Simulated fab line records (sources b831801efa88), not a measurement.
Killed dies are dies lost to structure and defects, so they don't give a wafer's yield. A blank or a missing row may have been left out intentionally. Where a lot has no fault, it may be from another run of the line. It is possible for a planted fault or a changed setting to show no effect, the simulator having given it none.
2 desks looking at one fault | flow sky130 | each desk has only its own numbers; what lay behind them comes last

## AT THE TOOL OWNER'S DESK: pvdSputter-01
At SKY_LOCAL_INTERCONNECT_SPUTTER_00 (material TiN, target thk 100 nm, time 83.3 s) the tool's own readings: per lot run on this tool, the mean of the sampled wafers that have a number. A lot is out of limits, marked OUT, if its mean lies more than 4 standard deviations from the usual mean; the brackets give that distance.
Columns: A = throttleValvePct at SKY_LOCAL_INTERCONNECT_SPUTTER_00, usual 30.5 %
lot  | first seen here | A
L886 | day 29 00:35    | 30.8
L894 | day 31 19:22    | 30.8
L897 | day 32 18:42    | 30.3
L903 | day 35 13:42    | 30.7
L905 | day 35 17:59    | 30.2
This desk found nothing out of limits on any of the 5 lots.

## AT THE METROLOGY DESK
What the gauges read for every lot (on any tool): the sampled wafers with a number, averaged. A lot is out of limits, marked OUT, if its mean lies more than 4 standard deviations from the usual mean; the brackets give that distance.
Columns: A = LI_CONTACT_BOW at SKY_LI_CONTACT_BOW_MEAS_03, usual 54 um; B = LOCAL_INTERCONNECT_TIN_RS at SKY_LOCAL_INTERCONNECT_RS_MEAS_01, usual 14.08 ohm/sq; C = LOCAL_INTERCONNECT_TIN_THK at SKY_LOCAL_INTERCONNECT_THK_MEAS_02, usual 99.1 nm; D = CONTACT_CVD_00_THK at SKY_CONTACT_THK_MEAS_01, usual 75.0 nm
lot  | first seen here | A  | B               | C               | D
L886 | day 27 18:59    | 58 | 14.19           | 98.9            | 73.3
L888 | day 28 20:40    | 51 | 14.23           | 98.1            | 75.8
L894 | day 30 14:02    | 54 | 11.57 (-15) OUT | 122.3 (+19) OUT | 75.4
L897 | day 31 14:06    | 45 | 9.99 (-24) OUT  | 137.8 (+32) OUT | 73.9
L900 | day 32 14:22    | 59 | 14.07           | 99.0            | 75.2
L901 | day 32 17:29    | 56 | 13.97           | 100.5           | 74.8
L903 | day 34 10:45    | 55 | 14.05           | 99.2            | 76.3
L906 | day 34 13:46    | 57 | 14.20           | 98.3            | 74.4
L905 | day 34 14:34    | 54 | 14.05           | 99.1            | 76.5
L907 | day 34 19:23    | 61 | 14.08           | 99.1            | 74.5
L909 | day 35 12:03    | 54 | 13.93           | 99.8            | 76.6
This desk's result: L894, L897 out of limits, first on L894 (LOCAL_INTERCONNECT_TIN_RS at SKY_LOCAL_INTERCONNECT_RS_MEAS_01), day 31 19:27. Within limits: L886, L888, L900, L901, L903, L906, L905, L907, L909.

## BROUGHT TOGETHER
On L894, L897, the metrology desk was in a position to raise an alarm at day 31 19:27.
The tool owner's desk saw nothing out of limits.
The tool owner's desk has L894, L897 on record, within its limits.
SKY_LOCAL_INTERCONNECT_SPUTTER_00 was run on pvdSputter-01 by each of the lots named.

## WHAT THE SIMULATOR HAD PUT IN
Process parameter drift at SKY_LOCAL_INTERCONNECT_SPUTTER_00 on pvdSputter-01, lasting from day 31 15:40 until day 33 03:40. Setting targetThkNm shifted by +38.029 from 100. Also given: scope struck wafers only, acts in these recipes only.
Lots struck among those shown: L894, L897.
Delay in hours, fault start to first out-of-limits reading, per desk: metrology desk 4.
